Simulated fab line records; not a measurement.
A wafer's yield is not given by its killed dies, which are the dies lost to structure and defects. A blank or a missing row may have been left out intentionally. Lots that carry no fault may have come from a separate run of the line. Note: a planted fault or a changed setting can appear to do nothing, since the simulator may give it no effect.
A struck lot beside a sound one	flow gf180mcu	14 out of 602 route steps
Sound: the wafers L929.2, L929.3, L929.5. The struck wafers were L936.1, L936.2, L936.6. The cause is named last.
At each step with rows: each side's tool, then ch and its chambers, then its first start. Under that, the readings that differ: sound wafers	struck wafers	difference of the means	sigmas: that difference in standard deviations of wafers without a fault.
alike: readings whose means differ by less than 2 such deviations, and words and numbers that are the same on both sides. not compared: withheld readings, readings that some wafer has no value for, bounds like >300 that may hide the same value, and numbers for which the record gives no deviation and whose values overlap.
The two part at a step that has a row with sigmas, a row that says differs or no value, or rows on one side only. Numbers that don't overlap but have no deviation are shown without sigmas and don't part them. A reading that every wafer of one side lacks parts them only if that side has two wafers or more.

first, 4 steps without rows for these wafers: GF_V4_SOFTBAKE_10 (time 60 s); GF_V4_EXPOSE_11 (exposes mask Via4, target cd 260 nm); GF_V4_PEB_12 (peb time 90 s); GF_V4_DEVELOP_13 (develop time 60 s).
GF_V4_CD_MEAS_14: the cd target is 260 nm.
  sound: cd-sem-01 at day 27 12:26; struck: cd-sem-02 at day 29 14:34
  alike: cd-nm
GF_V4_OVL_MEAS_15:
  sound: overlay-02 at day 27 12:32; struck: overlay-02 at day 29 14:41
  alike: V4_OVL
GF_V4_ETCH_16: etches BARC in N2/H2.
  sound on rie-diel-02 ch 0,1,2, day 27 12:34; struck on rie-diel-02 ch 1,2,3, day 29 14:43
  alike: drypump-motor-current-A, oes-product-au, throttle-valve-pct
GF_V4_ETCH_17: etches SiO2 in C4F8/O2/Ar, stops on TiN, target depth 630 nm.
  sound on rie-diel-02 ch 0,1,2; struck on rie-diel-02 ch 1,2,3
  alike: oes-product-au
GF_V4_STRIP_18: strips in O2/N2.
  sound on plasma-asher-02 ch 0,1, day 27 12:42; struck on plasma-asher-02 ch 0,1, day 29 14:51
  alike: drypump-motor-current-A, heater-power-w, oes-product-au
  not compared: rf-hours-counter-h
then, 2 steps without rows for these wafers: GF_V4_STRIP_19 (strips in post etch residue remover, time 1200 s); GF_V4_CLEAN_20 (cleans in DIW).
GF_V4_SPUTTER_21: material Ti, target thk 15 nm, time 80.02 s.
  sound: pvd-sputter-03 at day 27 13:38; struck: pvd-sputter-04 at day 29 15:25
  alike: cathode-dc-power-W, chamber-pressure-pa, throttle-valve-pct
GF_V4_SPUTTER_22: material TiN, target thk 10 nm, time 40 s.
  sound: pvd-sputter-03 at day 27 13:42; struck: pvd-sputter-04 at day 29 15:28
  no value came back on the struck wafers for cathode-dc-power-W (W), chamber-pressure-pa (Pa), throttle-valve-pct (%); on the sound wafers cathode-dc-power-W (W) reads 4000.0 4000.3 4000.6
GF_V4_CVD_23: deposits W, target thk 350 nm, time 104.9 s.
  sound on cvd-w-02 ch 0, day 27 13:44; struck on cvd-w-02 ch 0,1, day 29 15:31
  alike: heater-power-outer-w, heater-power-w
  not compared: since-wet-clean-h

== WHERE THEY PART ==
GF_V4_SPUTTER_22 only, going by this record. Later steps at which nothing parts them and some readings are alike: GF_V4_CVD_23.

WHY: whatever the simulator had introduced
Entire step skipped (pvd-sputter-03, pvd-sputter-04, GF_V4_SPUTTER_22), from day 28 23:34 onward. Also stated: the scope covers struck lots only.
